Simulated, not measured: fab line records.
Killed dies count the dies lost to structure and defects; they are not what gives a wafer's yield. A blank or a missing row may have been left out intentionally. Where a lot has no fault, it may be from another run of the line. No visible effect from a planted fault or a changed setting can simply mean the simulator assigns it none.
Which tool was responsible? ; flow gf180mcu ; Sampling: 11 lots, 33 wafers, 2 of 602 route steps

## WHAT EACH GAUGE READ, for each wafer
GF_HV_LDD_THK_MEAS_57.
lot;measured;on;HV_LDD_CVD_56_THK (nm)
L979;day 13 09:35;film-metro-03;90.7 89.9 90.3
L980;day 13 19:59;film-metro-04;90.2 89.8 90.9
L983;day 14 20:49;film-metro-04;89.5 90.7 89.8
L986;day 15 18:40;film-metro-01;90.5 89.9 89.5
L988;day 16 07:20;film-metro-03;90.5 90.7 90.2
L990;day 17 06:20;film-metro-03;114.4 114.9 114.4
L991;day 17 11:38;film-metro-01;115.4 115.6 115.5
L992;day 17 17:05;film-metro-03;89.8 90.7 89.7
L997;day 19 17:04;film-metro-01;90.0 89.1 89.4
L998;day 20 03:38;film-metro-04;89.1 88.8 88.6
L999;day 20 05:53;film-metro-04;90.9 90.9 90.9

## TOOL THAT RAN EACH LOT (tool first, then ch and the chambers of the sampled wafers, then the start)
lot;GF_HV_LDD_CVD_56
L979;lpcvd-01 ch 1, day 13 08:10
L980;lpcvd-02 ch 0, day 13 18:33
L983;lpcvd-01 ch 0, day 14 19:15
L986;lpcvd-02 ch 0, day 15 17:15
L988;lpcvd-01 ch 0, day 16 05:54
L990;lpcvd-02 ch 1, day 17 04:55
L991;lpcvd-02 ch 1, day 17 10:11
L992;lpcvd-01 ch 0, day 17 15:40
L997;lpcvd-01 ch 0, day 19 14:55
L998;lpcvd-01 ch 0, day 20 02:12
L999;lpcvd-01 ch 1, day 20 04:26
- GF_HV_LDD_CVD_56: deposits Si3N4 from DCS/NH3, target thk 90 nm, time 1543 s.

## THE ANSWER, worked out from the rows above alone
Rule: usual is defined by the lots themselves. The widest of any qualifying gaps counts: lots, ordered by their means at a reading, are off when they make up no more than a third of the lots, leave a main group of 4 or more, and stand apart from it by 3 or more times the standard deviation of that group's means. If all means in a main group match to the digits the tables above print for the reading, that group is not used. A lot without any number at a reading at which 4 lots or more have one is off too. All remaining lots with rows at the step are treated as sound.
Off: L990, L991, at GF_HV_LDD_THK_MEAS_57 (HV_LDD_CVD_56_THK). Mean 90.0 nm and standard deviation 0.56 in the main group.
If a tool, at a process step before that reading, ran all the lots that are off and no sound lot after the first of them, it fits. Gauges at GF_HV_LDD_THK_MEAS_57: tried the same way as those tools. One fits: lpcvd-02 at GF_HV_LDD_CVD_56. Its last sound lot is L986 (day 15 17:15), its first lot that is off L990 (day 17 04:55): a fault that began between those two fits.

## WHAT HAD BEEN PUT IN BY THE SIMULATOR
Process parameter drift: lpcvd-02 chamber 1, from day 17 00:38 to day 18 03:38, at GF_HV_LDD_CVD_56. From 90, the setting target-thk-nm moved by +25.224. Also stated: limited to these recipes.
Struck lots among those shown: L990, L991. The rule above reached the same finding.
